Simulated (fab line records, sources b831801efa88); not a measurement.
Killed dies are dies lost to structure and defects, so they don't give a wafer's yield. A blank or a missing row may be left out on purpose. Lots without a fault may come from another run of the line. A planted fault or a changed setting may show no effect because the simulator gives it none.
Which tool did it? | flow sky130 | 11 lots, 33 wafers sampled, at 3 steps of a route of 708

WHAT THE GAUGES READ, wafer by wafer
SKY_PWDE_TW_MEAS_10.
lot  | measured    | on            | PWDE_TW
L113 | day 3 20:36 | film_metro-03 | 380 378 378
L114 | day 4 02:54 | film_metro-03 | 377 376 378
L116 | day 4 13:18 | film_metro-02 | 377 378 377
L118 | day 5 00:22 | film_metro-03 | 381 381 378
L119 | day 5 07:44 | film_metro-02 | 374 372 375
L120 | day 5 16:25 | film_metro-02 | 376 377 376
L130 | day 8 00:06 | film_metro-01 | 285 285 285 287 283 285
L132 | day 8 08:09 | film_metro-03 | 377 379 377
L133 | day 8 12:16 | film_metro-02 | 288 287 288 288 288 288
L134 | day 8 16:37 | film_metro-01 | 370 370 369
L136 | day 9 13:20 | film_metro-01 | 368 368 365

SKY_NWELL_RS_MEAS_31: measures by four-point-probe.
lot  | measured     | on            | PWDE_RS (ohm/sq)
L113 | day 5 07:10  | film_metro-03 | 5297 5300 5293
L114 | day 5 14:16  | film_metro-02 | 5274 5280 5282
L116 | day 6 01:32  | film_metro-03 | 5241 5245 5239
L118 | day 6 12:18  | film_metro-02 | 5291 5281 5279
L119 | day 6 22:39  | film_metro-02 | 5282 5271 5282
L120 | day 7 08:13  | film_metro-01 | 5271 5261 5263
L130 | day 9 18:52  | film_metro-01 | 10912 10975 10927 10933 10972 10935
L132 | day 10 03:39 | film_metro-03 | 5310 5298 5315
L133 | day 10 08:29 | film_metro-03 | 10954 10965 10954 10945 10993 10986
L134 | day 10 13:39 | film_metro-03 | 5232 5227 5237
L136 | day 11 11:36 | film_metro-01 | 5279 5294 5279

WHICH TOOL RAN EACH LOT (tool, then ch and the chambers of the sampled wafers, then the start)
lot  | SKY_PWDE_IMPLANT_08
L113 | implanter-02 ch 0, day 3 20:22
L114 | implanter-02 ch 0, day 4 02:39
L116 | implanter-02 ch 0, day 4 13:04
L118 | implanter-04 ch 0, day 5 00:07
L119 | implanter-04 ch 0, day 5 07:31
L120 | implanter-02 ch 0, day 5 16:11
L130 | implanter-02 ch 0, day 7 23:51
L132 | implanter-04 ch 0, day 8 07:54
L133 | implanter-02 ch 0, day 8 12:01
L134 | implanter-01 ch 0, day 8 16:23
L136 | implanter-04 ch 0, day 9 13:05
- SKY_PWDE_IMPLANT_08

WHAT THE TOOLS THEMSELVES READ (means of the sampled wafers that have a number; where no wafer has one, the mark that the record gives instead)
SKY_PWDE_IMPLANT_08.
lot  | tool         | dose_ions_cm2 | faraday_current_uA
L113 | implanter-02 | 3.6e+12       | 20.6
L114 | implanter-02 | 3.6e+12       | 20.1
L116 | implanter-02 | 3.6e+12       | 20.5
L118 | implanter-04 | 3.6e+12       | 20.3
L119 | implanter-04 | 3.6e+12       | 20.4
L120 | implanter-02 | 3.6e+12       | 19.9
L130 | implanter-02 | 1.5e+12       | 8.4
L132 | implanter-04 | 3.6e+12       | 20.3
L133 | implanter-02 | 1.5e+12       | 8.8
L134 | implanter-01 | 3.6e+12       | 20.6
L136 | implanter-04 | 3.6e+12       | 20.3

THE ANSWER, worked out from the rows above alone
Rule: what is usual is taken from the lots themselves. Put in order of their means at a reading, lots are off if they are a third of the lots or fewer, leave a main group of 4 or more, and stand apart from it by a gap of 3 or more times the standard deviation of the main group's means; of several such gaps the widest counts. A main group whose means are all the same, to the digits that the tables above print for the reading, isn't used. A lot without any number at a reading at which 4 lots or more have one is off too. The other lots that the step has rows for count as sound. The gauges are gone through in route order, then the tools' own readings, and for those a lot's mean is taken as printed above. The first step at which some lot is off is used, and at that step the reading that is off furthest; a lot without a number counts as furthest.
Off: L130, L133, at SKY_PWDE_TW_MEAS_10 (PWDE_TW). The main group: mean 375, standard deviation 4.1.
A tool fits if, at a process step before that reading, it ran every lot that is off, and no sound lot after the first of them. The gauges at SKY_PWDE_TW_MEAS_10 aren't tried: what is off there is off at SKY_PWDE_IMPLANT_08 too, on other tools, and a gauge's error can't cause that. One fits: implanter-02 at SKY_PWDE_IMPLANT_08. Its last sound lot is L120 (day 5 16:11), its first lot that is off L130 (day 7 23:51): a fault that began between those two fits.
The tool's own readings at SKY_PWDE_IMPLANT_08 bear it out: on the lots that are off they differ by more than 5 times the standard deviation of the sound lots' means. dose_ions_cm2 reads 1.5e+12 there against 3.6e+12 on the sound lots; faraday_current_uA reads 8.6 there against 20.3 on the sound lots.

WHAT THE SIMULATOR HAD PUT IN
Process parameter drift: implanter-02, from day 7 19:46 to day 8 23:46, at SKY_PWDE_IMPLANT_08. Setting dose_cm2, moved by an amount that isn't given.
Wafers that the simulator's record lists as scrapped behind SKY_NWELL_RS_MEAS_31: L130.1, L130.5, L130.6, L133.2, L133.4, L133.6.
Lots struck among those shown: L130, L133. The rule above found the same.
